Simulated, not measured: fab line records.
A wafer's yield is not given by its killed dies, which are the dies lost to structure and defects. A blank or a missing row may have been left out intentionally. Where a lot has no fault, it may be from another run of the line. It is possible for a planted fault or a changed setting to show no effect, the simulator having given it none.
Problem report, 8D (eight disciplines) form, completed by code	flow sky130	the parts of the form that need people (team, actions taken, sign-off) are left out

1. THE PROBLEM
Wafers without a fault read 799.98 C, standard deviation 0.067; tube center temp C at SKY_GATE_OXIDE_OXIDATION_16 reads a mean of 789.63 C on 6 wafers belonging to 2 lots. That is -99 or more standard deviations from the usual mean.
The step: stabilise 600 s, purge 300 s, target thk 3.57 nm.
Seen first at day 20 09:40 on furnace-01, wafer L989.2. The record holds 39 wafers of 13 lots with a number at this step. By rule, "out" or "out of limits" means more than 4 standard deviations away from the usual mean. The rest of the wafers with a number are treated as sound.

2. WHAT IT IS, AND WHAT IT ISN'T
question	is	is not
which readings at this step	tube center temp C, spike tc centre C, spike tc lower C, spike tc upper C, tube_center_temp_C_max	-
which lots	L989, L993	L974, L977, L979, L983, L985, L986, L988, L991, L992, L996, L997
which wafers of those lots	all that have a number	-
read on which tools	furnace-01	furnace-02
when	from day 20 09:40	up to then (21 sound wafers); but 12 sound wafers of L991, L992, L996, L997 came after

3. WHAT RULES OUT EACH SUSPECT
Counting: any tool at a process step up to the reading is kept as a suspect provided that every lot that is out went through it and no sound lot did after the first of them.
- furnace-01 at SKY_GATE_OXIDE_OXIDATION_16 (stabilise 600 s, purge 300 s, target thk 3.57 nm): kept. It processed each lot that is out, first L989 at day 20 09:40, and no sound lot thereafter; up to then, the last sound lot it processed was L985 at day 17 17:17. On those wafers its own readings are out: spike tc centre C, spike tc lower C, spike tc upper C, tube center temp C, tube_center_temp_C_max.
The count leaves furnace-01 at SKY_GATE_OXIDE_OXIDATION_16.

4. THE CAUSE (what the simulator had put in)
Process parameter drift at SKY_GATE_OXIDE_OXIDATION_16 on furnace-01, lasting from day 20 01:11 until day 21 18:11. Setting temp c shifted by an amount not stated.
After counting, this tool was the only one left.

5. THE CHAIN OF EFFECTS, in route order
Rows list readings where the struck wafers' mean (over those with a number) sits beyond 3 standard deviations from the usual. Readings are gone through only where the record gives a usual standard deviation; hours: the median, over the lots, of the time from a lot's start at the first step in this table giving one to that lot's start at this step; sigmas: the change measured in usual standard deviations.
hours	step	reading	usual	on struck wafers	change	sigmas
0	SKY_GATE_OXIDE_OXIDATION_16	spike tc centre C	801.3 C	789.1	-12.2	-6.4
0	SKY_GATE_OXIDE_OXIDATION_16	spike tc lower C	800.8 C	791.2	-9.6	-9.9
0	SKY_GATE_OXIDE_OXIDATION_16	spike tc upper C	800.2 C	789.1	-11.1	-9.2
0	SKY_GATE_OXIDE_OXIDATION_16	tube center temp C	799.98 C	789.63	-10.35	-99 or more
0	SKY_GATE_OXIDE_OXIDATION_16	tube_center_temp_C_max	802.0	791.8	-10.2	-29
The process steps in it:
- SKY_GATE_OXIDE_OXIDATION_16: stabilise 600 s, purge 300 s, target thk 3.57 nm.

6. HOW IT WOULD HAVE BEEN CAUGHT EARLIER
In this record the first reading out of limits was taken at day 20 09:40, 8 hours after the fault began at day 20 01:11.
